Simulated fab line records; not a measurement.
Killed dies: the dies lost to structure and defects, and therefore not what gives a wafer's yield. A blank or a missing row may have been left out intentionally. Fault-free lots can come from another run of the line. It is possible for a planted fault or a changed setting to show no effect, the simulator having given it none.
fab line records	flow sky130
record: lots: 6	wafers: 18	last-day: 49
route steps=708 shown VT_ADJUST_HVTP@93 VT_ADJUST_LVTN@97 PAD_OPEN@708
lots untouched by any fault: they come from a run of this same line in which no faults occurred
start-h: start of the lot's first displayed wafer, in hours after the record's first day	wait-h: time in hours since the lot's previous step	" the same as in the row above	L1.1+2: a single row standing in for several wafers	- value missing, or start not given	* or withheld: withheld	< > ~ a bound
route shown NAME@n: names a module that has steps shown in the file, with the first one's number in the route	usual: mean/standard deviation taken from wafers without a fault	same: alike in all rows	chamber/n: place in a boat	sites: per-site readings	_std_site: standard deviation of those values	_edge_site: the outer-site mean with the inner-site mean subtracted	radius-mm: how far each site lies from the wafer's centre	mask NAME#n: copy n	behind: the most recent tool/chamber to have shaped the wafer	hold: reason for holding the lot/hours on hold/outcome of the hold	device: the n, p or np transistor that did not switch	end of line: the tests these same wafers got at the end of their route	where a step has no rows: the recipe by itself	killed: the dies lost at the first sort to structure and to defects; this is not the yield of the wafer	map: a wafer's dies, marking killed ones x, the rest . and places with no die _
set.NAME: the setting the step ran with; set.NAME@STEP: the setting that earlier step ran with	model.NAME: the simulator's own value behind a step, which no gauge read
lots at selected steps of the route; one table per step, one row per wafer
services: a tool's chamber out of use, with start hour (start-h, from the record's first day; less than 0 if before it), hours out, and reason
== steps ==
step: SKY_VT_ADJUST_HVTP_OVL_MEAS_08
usual: VT_ADJUST_HVTP_OVL: 0.1/1.6
lot.wafer	tool	chamber	start-h	wait-h	VT_ADJUST_HVTP_OVL[nm]
L884.4	overlay-02	-	139.78	0.1	0.6
L884.5	"	-	"	"	-0.4
L884.6	"	-	"	"	0.4
L889.1	overlay-01	-	172.81	0.1	0.1
L889.2	"	-	"	"	1.1
L889.4	"	-	"	"	1.8
L893.1	overlay-01	-	192.25	0.1	1.1
L893.2	"	-	"	"	-1.2
L893.6	"	-	"	"	-0.9
L894.1	overlay-02	-	197.03	0.1	0.5
L894.2	"	-	"	"	-0.2
L894.3	"	-	"	"	0.8
L900.1	overlay-02	-	231.66	0.1	2.4
L900.2	"	-	"	"	2.9
L900.3	"	-	"	"	1.6
L902.3	overlay-01	-	246.76	0.1	-0.4
L902.4	"	-	"	"	-0.2
L902.6	"	-	"	"	0.8
step: SKY_VT_ADJUST_HVTP_IMPLANT_09
recipe: species: As	energy-kev: 150	dose-cm2: 4.3e+12	tilt-deg: withheld
step: SKY_VT_ADJUST_HVTP_STRIP_10
recipe: chemistry: O2/N2	power-w: 1400	pressure-mtorr: 1500	platen-temp-c: withheld	o2-flow-sccm: 3000	n2-flow-sccm: 300	overash-fraction: 0.5
usual: drypump-motor-current-A: 6.0/0.51	o2-flow-sccm: 2999/11	oes-product-au: 0.715/0.0046	strip-time-to-endpoint-s: 14.16/0.038
lot.wafer	tool	chamber	start-h	wait-h	drypump-motor-current-A	o2-flow-sccm	oes-product-au	rf-hours-counter-h	strip-time-to-endpoint-s
L884.4	plasma-asher-04	0	139.98	0.1	6.2	2985	0.720	-	14.06
L884.5	"	0	"	"	6.2	2982	0.713	-	14.12
L884.6	"	1	"	"	6.7	2983	0.710	-	14.16
L889.1	plasma-asher-04	1	173.00	0.1	6.7	2998	0.718	49	14.23
L889.2	"	0	"	"	6.2	2989	0.716	49	14.18
L889.4	"	1	"	"	6.7	3009	0.709	-	14.22
L893.1	plasma-asher-02	0	192.43	0.1	5.6	2997	0.712	51	14.20
L893.2	"	1	"	"	5.8	2997	0.719	51	14.19
L893.6	"	1	"	"	5.8	3009	0.716	-	14.18
L894.1	plasma-asher-04	1	197.21	0.1	6.7	2999	0.716	52	14.12
L894.2	"	0	"	"	6.2	3026	0.718	52	14.09
L894.3	"	1	"	"	6.7	2993	0.718	-	14.09
L900.1	plasma-asher-04	1	231.84	0.1	6.7	2994	0.715	55	14.14
L900.2	"	0	"	"	6.2	3016	0.712	55	14.19
L900.3	"	1	"	"	6.7	3004	0.712	-	14.14
L902.3	plasma-asher-03	1	246.96	0.1	6.3	3013	0.714	-	14.15
L902.4	"	0	"	"	5.2	2992	0.710	-	14.18
L902.6	"	1	"	"	6.3	3001	0.709	-	14.14
step: SKY_VT_ADJUST_HVTP_TW_MEAS_11
usual: VT_ADJUST_HVTP_TW: 1357/6.7
lot.wafer	tool	chamber	start-h	wait-h	VT_ADJUST_HVTP_TW
L884.4	film-metro-03	-	140.07	0.1	1354
L884.5	"	-	"	"	1353
L884.6	"	-	"	"	1350
L889.1	film-metro-03	-	173.10	0.1	1354
L889.2	"	-	"	"	1356
L889.4	"	-	"	"	1363
L893.1	film-metro-01	-	192.53	0.1	1356
L893.2	"	-	"	"	1358
L893.6	"	-	"	"	1359
L894.1	film-metro-03	-	197.31	0.1	1354
L894.2	"	-	"	"	1364
L894.3	"	-	"	"	1369
L900.1	film-metro-02	-	231.94	0.1	1358
L900.2	"	-	"	"	1350
L900.3	"	-	"	"	1352
L902.3	film-metro-02	-	247.05	0.1	1359
L902.4	"	-	"	"	1360
L902.6	"	-	"	"	1372
step: SKY_VT_ADJUST_LVTN_DEHYDRATE_00
recipe: temp-c: 200	time-s: 60
step: SKY_VT_ADJUST_LVTN_HMDS_01
recipe: prime-time-s: 60	prime-temp-c: 120
step: SKY_VT_ADJUST_LVTN_COAT_02
recipe: spin-rpm: 2027	resist-thk-nm: 3000
step: SKY_VT_ADJUST_LVTN_SOFTBAKE_03
recipe: temp-c: 110	time-s: withheld
step: SKY_VT_ADJUST_LVTN_EXPOSE_04
recipe: mask-id: NWM_COMPLEMENT_LESS_NATIVE	na: 0.6	source-shape: conventional	sigma-outer: 0.6	polarization: unpolarized	target-cd-nm: 840	dose-mj: 194
step: SKY_VT_ADJUST_LVTN_PEB_05
recipe: temp-c: 115	time-s: withheld
step: SKY_VT_ADJUST_LVTN_DEVELOP_06
recipe: wall-angle-deg: 90	developer: TMAH	develop-time-s: 60	dev-temp-c: 23
step: SKY_VT_ADJUST_LVTN_OVL_MEAS_07
usual: VT_ADJUST_LVTN_OVL: 0.3/1.3
lot.wafer	tool	chamber	start-h	wait-h	VT_ADJUST_LVTN_OVL[nm]
L884.4	overlay-02	-	159.06	-	1.6
L884.5	"	-	"	"	0.6
L884.6	"	-	"	"	-0.2
L889.1	overlay-01	-	193.63	-	1.7
L889.2	"	-	"	"	1.7
L889.4	"	-	"	"	0.2
L893.1	overlay-01	-	213.33	-	1.5
L893.2	"	-	"	"	-0.5
L893.6	"	-	"	"	0.4
L894.1	overlay-01	-	218.68	-	0.6
L894.2	"	-	"	"	1.2
L894.3	"	-	"	"	1.1
L900.1	overlay-01	-	254.39	-	-0.9
L900.2	"	-	"	"	-1.4
L900.3	"	-	"	"	-1.0
L902.3	overlay-01	-	270.59	-	-1.7
L902.4	"	-	"	"	-0.9
L902.6	"	-	"	"	-1.3
step: SKY_VT_ADJUST_LVTN_IMPLANT_08
recipe: species: B	energy-kev: 30	dose-cm2: 1.57e+12	tilt-deg: withheld
usual: dose-ions-cm2: 1.57e+12/1.6e+09	faraday-current-uA: 8.87/0.16
lot.wafer	tool	chamber	start-h	wait-h	dose-ions-cm2	faraday-current-uA
L884.4	implanter-02	0	159.15	0.1	1.5687e+12	9.05
L884.5	"	0	"	"	1.5672e+12	8.73
L884.6	"	0	"	"	1.5671e+12	8.80
L889.1	implanter-04	0	193.67	0.0	1.5714e+12	8.82
L889.2	"	0	"	"	1.5709e+12	9.00
L889.4	"	0	"	"	1.5727e+12	9.04
L893.1	implanter-04	0	213.37	0.0	2.7374e+12	15.11
L893.2	"	0	"	"	2.7355e+12	15.89
L893.6	"	0	"	"	2.7382e+12	15.39
L894.1	implanter-04	0	218.71	0.0	2.7386e+12	15.51
L894.2	"	0	"	"	2.7347e+12	15.15
L894.3	"	0	"	"	2.7389e+12	15.71
L900.1	implanter-01	0	254.42	0.0	1.5694e+12	8.84
L900.2	"	0	"	"	1.5719e+12	8.64
L900.3	"	0	"	"	1.5718e+12	8.93
L902.3	implanter-01	0	270.67	0.1	1.5717e+12	8.80
L902.4	"	0	"	"	1.5718e+12	8.88
L902.6	"	0	"	"	1.5683e+12	8.80
step: SKY_VT_ADJUST_LVTN_STRIP_09
recipe: chemistry: O2/N2	power-w: 1400	pressure-mtorr: 1500	platen-temp-c: withheld	o2-flow-sccm: 3000	n2-flow-sccm: 300	overash-fraction: 0.5
usual: drypump-motor-current-A: 5.8/0.38	o2-flow-sccm: 3000/9.3	oes-product-au: 0.722/0.0044	strip-time-to-endpoint-s: 36.65/0.12
lot.wafer	tool	chamber	start-h	wait-h	drypump-motor-current-A	o2-flow-sccm	oes-product-au	rf-hours-counter-h	strip-time-to-endpoint-s
L884.4	plasma-asher-03	0	159.26	0.1	5.2	2999	0.729	-	36.73
L884.5	"	1	"	"	6.3	3008	0.734	-	36.72
L884.6	"	0	"	"	5.2	2997	0.718	-	36.67
L889.1	plasma-asher-02	1	193.82	0.1	5.8	3004	0.725	51	36.80
L889.2	"	0	"	"	5.6	3006	0.727	51	36.82
L889.4	"	0	"	"	5.6	3003	0.713	-	36.84
L893.1	plasma-asher-01	0	213.52	0.1	5.5	3008	0.720	9	36.73
L893.2	"	1	"	"	6.1	2991	0.717	9	36.69
L893.6	"	1	"	"	6.1	2993	0.729	-	36.71
L894.1	plasma-asher-02	1	218.86	0.1	5.9	3002	0.720	54	36.57
L894.2	"	0	"	"	5.6	3008	0.721	54	36.59
L894.3	"	0	"	"	5.6	3011	0.722	-	36.64
L900.1	plasma-asher-03	1	254.57	0.1	6.3	3012	0.720	46	36.73
L900.2	"	0	"	"	5.2	3011	0.720	46	36.96
L900.3	"	0	"	"	5.2	3001	0.723	-	36.70
L902.3	plasma-asher-01	0	270.80	0.1	5.5	3011	0.725	-	36.89
L902.4	"	1	"	"	6.1	2992	0.728	-	36.72
L902.6	"	0	"	"	5.5	3005	0.719	-	36.75
step: SKY_VT_ADJUST_LVTN_TW_MEAS_10
usual: VT_ADJUST_LVTN_TW: 242.0/1.7
lot.wafer	tool	chamber	start-h	wait-h	VT_ADJUST_LVTN_TW
L884.4	film-metro-03	-	159.35	0.1	242.1
L884.5	"	-	"	"	243.7
L884.6	"	-	"	"	243.7
L889.1	film-metro-01	-	193.92	0.1	242.2
L889.2	"	-	"	"	241.9
L889.4	"	-	"	"	240.5
L893.1	film-metro-01	-	213.62	0.1	284.4
L893.2	"	-	"	"	285.0
L893.6	"	-	"	"	283.8
L894.1	film-metro-03	-	218.96	0.1	282.5
L894.2	"	-	"	"	283.7
L894.3	"	-	"	"	282.8
L900.1	film-metro-03	-	254.67	0.1	240.6
L900.2	"	-	"	"	240.8
L900.3	"	-	"	"	240.2
L902.3	film-metro-03	-	270.89	0.1	241.5
L902.4	"	-	"	"	239.4
L902.6	"	-	"	"	241.2
step: SKY_VT_ADJUST_LVTN_DEHYDRATE_11
recipe: temp-c: 200	time-s: 60
step: SKY_PAD_OPEN_PROBE_99
usual: killed_at_M0_to_M3: 43/7.7	killed_at_M4_up: 2.9/1.7	killed-at-contacts: 24/5.5	killed-at-front-end: 15/4	killed-at-other: 0.4/0.66	killed-dies: 86/9.4	killed-open: 47/6.7	killed-short: 38/6.2
same: gross-dies: 492	killed-at-back-side: 0
lot.wafer	tool	chamber	start-h	wait-h	killed_at_M0_to_M3	killed_at_M4_up	killed-at-contacts	killed-at-front-end	killed-at-other	killed-dies	killed-open	killed-short	model.etest.nfet_01v8_lvt.drive-ua-um	model.etest.nfet_01v8.drive-ua-um	model.etest.nfet_01v8_swapped.drive-ua-um	model.etest.nfet_01v8_turned.drive-ua-um	model.etest.nfet_01v8_lvt.vt-sat-v	model.etest.nfet_01v8_lvt.vt-v	model.etest.nfet_01v8.vt-sat-v	model.etest.nfet_01v8_swapped.vt-sat-v
L884.4	prober-02	-	1093.10	0.2	33	5	30	21	4	93	53	37	580.5	512.6	506.8	509.2	0.5364	0.6135	0.6499	0.6519
L884.5	prober-02	-	1093.15	0.2	50	4	17	16	1	88	42	45	568.2	498.8	496.9	501.7	0.5465	0.6191	0.656	0.6582
L884.6	prober-02	-	1093.20	0.2	51	4	20	10	0	85	56	29	569.5	494.2	496.1	499.2	0.548	0.6187	0.659	0.6607
L889.1	prober-01	-	1130.45	0.1	51	5	28	12	1	97	54	40	559.2	484.8	491.3	490	0.5529	0.6134	0.6629	0.6589
L889.2	prober-01	-	1130.50	0.1	42	2	24	18	0	86	48	33	556.6	490.4	486.5	491.4	0.55	0.619	0.6571	0.6612
L889.4	prober-01	-	1130.60	0.2	56	6	24	17	1	104	47	55	559.6	491.7	493.8	494.5	0.5447	0.6174	0.6555	0.654
L893.1	prober-02	-	1136.39	0.1	46	1	21	14	0	82	44	37	529.5	467.3	471.8	468.6	0.5815	0.6419	0.6768	0.6823
L893.2	prober-02	-	1136.44	0.1	48	1	24	10	0	83	46	37	547.1	485.8	483.4	483.9	0.5717	0.6339	0.6722	0.6765
L893.6	prober-02	-	1136.64	0.2	33	1	30	15	1	80	47	33	524.1	466.5	469.4	466.7	0.5847	0.6388	0.6843	0.6836
L894.1	prober-02	-	1144.81	0.1	53	6	26	16	0	101	53	47	534.3	472.6	475.8	469.5	0.5858	0.6418	0.6845	0.6835
L894.2	prober-02	-	1144.86	0.1	40	0	18	19	1	78	39	39	528.7	471.1	469.9	472	0.5875	0.6478	0.6809	0.6831
L894.3	prober-02	-	1144.91	0.2	48	5	16	12	0	81	41	40	523.6	460.3	462.4	461.8	0.5855	0.6463	0.6837	0.6874
L900.1	prober-02	-	1172.45	0.1	43	1	29	13	0	86	48	38	573.4	499.6	497.5	502.3	0.5316	0.6129	0.6453	0.6511
L900.2	prober-02	-	1172.50	0.1	48	2	21	10	1	82	46	35	586.5	514.3	513.8	513.1	0.53	0.6101	0.639	0.6425
L900.3	prober-02	-	1172.55	0.2	60	1	15	12	2	90	45	44	566.6	490.7	499.6	500.1	0.5405	0.6144	0.654	0.6528
L902.3	prober-02	-	1183.77	0.2	32	2	27	16	0	77	50	27	541.6	472.8	476.9	477.1	0.5503	0.6262	0.6656	0.6687
L902.4	prober-02	-	1183.82	0.2	47	3	14	15	1	80	43	36	549.1	477.5	483.3	483.4	0.551	0.624	0.662	0.6622
L902.6	prober-02	-	1183.92	0.2	36	2	24	7	0	69	41	27	561.3	487.3	491.9	487.4	0.539	0.6144	0.6579	0.6592
killed by level:class
L884.4 CONTACT:geometric-particle:open=16 LI_CONTACT:geometric-particle:open=8 VIA3:geometric-particle:open=7 VIA1:geometric-particle:short=6 POLY_GATE:geometric-particle:open=5 METAL1:geometric-particle:short=5 CONTACT:geometric-particle:short=5 POLY_GATE:geometric-particle:short=4
L884.5 CONTACT:geometric-particle:open=9 VIA1:geometric-particle:open=8 VIA1:geometric-particle:short=8 VIA2:geometric-particle:open=7 VIA3:geometric-particle:open=6 METAL1:geometric-particle:short=6 METAL2:geometric-particle:short=5 FIELD_ISO:geometric-particle:open=4
L884.6 VIA1:geometric-particle:open=15 VIA3:geometric-particle:open=10 VIA2:geometric-particle:open=8 CONTACT:geometric-particle:open=7 LI_CONTACT:geometric-particle:open=6 METAL1:geometric-particle:short=4 FIELD_ISO:geometric-particle:open=3 VIA1:geometric-particle:short=3
L889.1 CONTACT:geometric-particle:open=13 VIA1:geometric-particle:open=12 VIA1:geometric-particle:short=11 LI_CONTACT:geometric-particle:open=7 FIELD_ISO:geometric-particle:open=6 VIA2:geometric-particle:open=6 LI_CONTACT:geometric-particle:short=5 METAL2:geometric-particle:short=4
L889.2 CONTACT:geometric-particle:open=11 VIA1:geometric-particle:open=10 FIELD_ISO:geometric-particle:open=7 METAL1:geometric-particle:short=7 LI_CONTACT:geometric-particle:open=5 VIA2:geometric-particle:open=5 LI_CONTACT:geometric-particle:short=4 VIA1:geometric-particle:short=4
L889.4 VIA1:geometric-particle:open=13 VIA1:geometric-particle:short=11 FIELD_ISO:geometric-particle:short=9 LI_CONTACT:geometric-particle:open=7 METAL2:geometric-particle:short=7 CONTACT:geometric-particle:open=6 VIA3:geometric-particle:open=6 FIELD_ISO:geometric-particle:open=5
L893.1 VIA2:geometric-particle:open=8 CONTACT:geometric-particle:open=7 VIA3:geometric-particle:open=7 METAL1:geometric-particle:short=6 VIA1:geometric-particle:open=6 VIA3:geometric-particle:short=5 FIELD_ISO:geometric-particle:short=4 LI_CONTACT:geometric-particle:open=4
L893.2 VIA3:geometric-particle:open=10 CONTACT:geometric-particle:open=9 VIA1:geometric-particle:open=8 VIA1:geometric-particle:short=6 VIA2:geometric-particle:open=6 CONTACT:geometric-particle:short=5 LI_CONTACT:geometric-particle:open=4 METAL1:geometric-particle:open=4
L893.6 CONTACT:geometric-particle:open=10 VIA1:geometric-particle:open=9 VIA3:geometric-particle:open=6 LI_CONTACT:geometric-particle:open=5 LI_CONTACT:geometric-particle:short=5 LOCAL_INTERCONNECT:geometric-particle:short=5 FIELD_ISO:geometric-particle:short=4 VIA2:geometric-particle:open=4
L894.1 CONTACT:geometric-particle:open=14 VIA1:geometric-particle:open=11 VIA1:geometric-particle:short=8 LI_CONTACT:geometric-particle:open=7 VIA3:geometric-particle:open=7 METAL1:geometric-particle:short=6 VIA2:geometric-particle:open=6 FIELD_ISO:geometric-particle:short=5
L894.2 VIA1:geometric-particle:open=8 POLY_GATE:geometric-particle:open=6 LOCAL_INTERCONNECT:geometric-particle:short=6 METAL2:geometric-particle:short=6 LI_CONTACT:geometric-particle:open=5 VIA2:geometric-particle:short=5 VIA2:geometric-particle:open=5 FIELD_ISO:geometric-particle:short=4
L894.3 VIA1:geometric-particle:open=12 VIA2:geometric-particle:open=7 METAL1:geometric-particle:short=6 METAL2:geometric-particle:short=6 CONTACT:geometric-particle:short=5 CONTACT:geometric-particle:open=5 VIA3:geometric-particle:short=5 VIA1:geometric-particle:short=5
L900.1 VIA1:geometric-particle:open=14 LI_CONTACT:geometric-particle:open=10 CONTACT:geometric-particle:short=8 CONTACT:geometric-particle:open=6 VIA2:geometric-particle:open=6 FIELD_ISO:geometric-particle:open=5 METAL2:geometric-particle:short=5 POLY_GATE:geometric-particle:short=4
L900.2 VIA1:geometric-particle:open=16 VIA1:geometric-particle:short=7 LI_CONTACT:geometric-particle:open=6 CONTACT:geometric-particle:open=6 METAL1:geometric-particle:short=5 METAL2:geometric-particle:short=5 VIA2:geometric-particle:open=4 VIA3:geometric-particle:short=4
L900.3 VIA2:geometric-particle:open=10 METAL2:geometric-particle:short=8 VIA3:geometric-particle:open=7 METAL1:geometric-particle:short=7 VIA1:geometric-particle:short=6 CONTACT:geometric-particle:open=6 VIA1:geometric-particle:open=6 POLY_GATE:geometric-particle:short=5
L902.3 CONTACT:geometric-particle:open=12 VIA1:geometric-particle:open=9 VIA3:geometric-particle:open=6 VIA2:geometric-particle:open=4 LI_CONTACT:geometric-particle:open=4 LOCAL_INTERCONNECT:geometric-particle:short=4 CONTACT:geometric-particle:short=4 METAL1:geometric-particle:short=4
L902.4 VIA1:geometric-particle:open=13 FIELD_ISO:geometric-particle:open=6 METAL1:geometric-particle:short=6 LI_CONTACT:geometric-particle:open=5 LOCAL_INTERCONNECT:geometric-particle:short=4 VIA1:geometric-particle:short=4 VIA2:geometric-particle:open=4 VIA3:geometric-particle:open=4
L902.6 VIA1:geometric-particle:open=12 CONTACT:geometric-particle:open=9 VIA2:geometric-particle:open=7 LOCAL_INTERCONNECT:geometric-particle:short=6 LI_CONTACT:geometric-particle:open=5 METAL2:geometric-particle:short=5 FIELD_ISO:geometric-particle:short=2 SPACER:geometric-particle:open=2
== services ==
tool	chamber	start-h	hours	kind
plasma-asher-01	0	117.75	-	clean
plasma-asher-01	1	117.75	-	clean
implanter-01	-	129.07	2.6	repair
plasma-asher-01	-	144.53	1.3	repair
plasma-asher-03	-	179.08	1.6	repair
plasma-asher-04	-	219.28	1.8	repair
plasma-asher-02	-	220.40	2.8	pm
implanter-01	-	233.90	2.8	pm
implanter-04	-	241.78	3.6	repair
implanter-02	-	245.02	18.9	repair
plasma-asher-04	-	258.83	0.8	repair
== key ==
first-sign: step: SKY_VT_ADJUST_LVTN_IMPLANT_08	reading: dose-ions-cm2	direction: up	sigmas: 99+	usual: *	struck: *
effect: step: SKY_VT_ADJUST_LVTN_IMPLANT_08	reading: faraday-current-uA	direction: up	sigmas: 41	usual: 8.87	struck: 15.46
effect: step: SKY_VT_ADJUST_LVTN_TW_MEAS_10	reading: VT_ADJUST_LVTN_TW	direction: up	sigmas: 24	usual: 242.0	struck: 283.7
model-effect: step: SKY_PAD_OPEN_PROBE_99	value: etest.nfet_01v8_lvt.drive-ua-um	without: 561	struck: 531.2
met-at SKY_VT_ADJUST_LVTN_IMPLANT_08
struck-wafers L893.1,L893.2,L893.6,L894.1,L894.2,L894.3
tester-left-out L893,L894
onset-between 193.67 213.37
fault: kind: process-parameter-drift	tool: implanter-04	chamber: -	onset-h: 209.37	steps: SKY_VT_ADJUST_LVTN_IMPLANT_08	channel: dose-cm2	offset: *	shape: step	end-h: 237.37	acts-in: *	stated: *
tester-left-out: of these lots the tester's yield and bins aren't shown, on N5 and GAA mostly nor the transistor test; their killed dies are dies lost to structure and defects alone, not to doping, threshold or leakage, so they don't give the yield
